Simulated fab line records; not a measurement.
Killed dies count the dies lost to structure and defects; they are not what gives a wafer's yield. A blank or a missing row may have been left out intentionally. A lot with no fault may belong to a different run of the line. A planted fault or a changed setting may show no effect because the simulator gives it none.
2 desks looking at one fault | flow sky130 | each desk has only its own numbers; what lay behind them comes last

== AT THE METROLOGY DESK ==
Means of the sampled wafers that have a number, per lot and without regard to the tool the lot ran on: this is what the gauges read. Marked OUT: a lot whose mean sits more than 4 standard deviations from the usual mean, which makes it out of limits; the brackets give that distance.
Columns: A = VIA4_OVL at SKY_VIA4_OVL_MEAS_11, usual -1.4 nm; B = VIA4_W_RS at SKY_VIA4_RS_MEAS_19, usual 0.2274 ohm/sq; C = VIA4_W_THK at SKY_VIA4_THK_MEAS_20, usual 501 nm
lot  | first seen here | A    | B      | C
L217 | day 44 04:39    | -1.5 | 0.2291 | 500
L224 | day 46 03:52    | -1.1 | 0.2287 | 498
L225 | day 46 08:32    | -1.2 | 0.2280 | 501
L228 | day 46 17:00    | -0.9 | 0.2260 | 506
L234 | day 48 06:32    | -0.4 | 0.2265 | 501
This desk found nothing out of limits on any of the 5 lots.

== AT THE TOOL OWNER'S DESK: pvd-sputter-01 ==
At SKY_METAL5_SPUTTER_01 (material TiN, target thk 20 nm, time 16.7 s) the tool's own readings: per lot run on this tool, the mean of the sampled wafers that have a number. Marked OUT: a lot whose mean sits more than 4 standard deviations from the usual mean, which makes it out of limits; the brackets give that distance.
Columns: A = cathode-dc-power-W at SKY_METAL5_SPUTTER_01, usual 6499.9 W; B = throttle-valve-pct at SKY_METAL5_SPUTTER_01, usual 30.2 %
lot  | first seen here | A      | B
L224 | day 46 05:33    | 6499.5 | 30.4
L234 | day 48 08:14    | 6500.8 | 30.5
This desk found nothing out of limits on any of the 2 lots.

== ALL TOGETHER ==
At the metrology desk, nothing out of limits was observed.
The desk of the tool owner found nothing out of limits.

== WHAT THE SIMULATOR PUT IN ==
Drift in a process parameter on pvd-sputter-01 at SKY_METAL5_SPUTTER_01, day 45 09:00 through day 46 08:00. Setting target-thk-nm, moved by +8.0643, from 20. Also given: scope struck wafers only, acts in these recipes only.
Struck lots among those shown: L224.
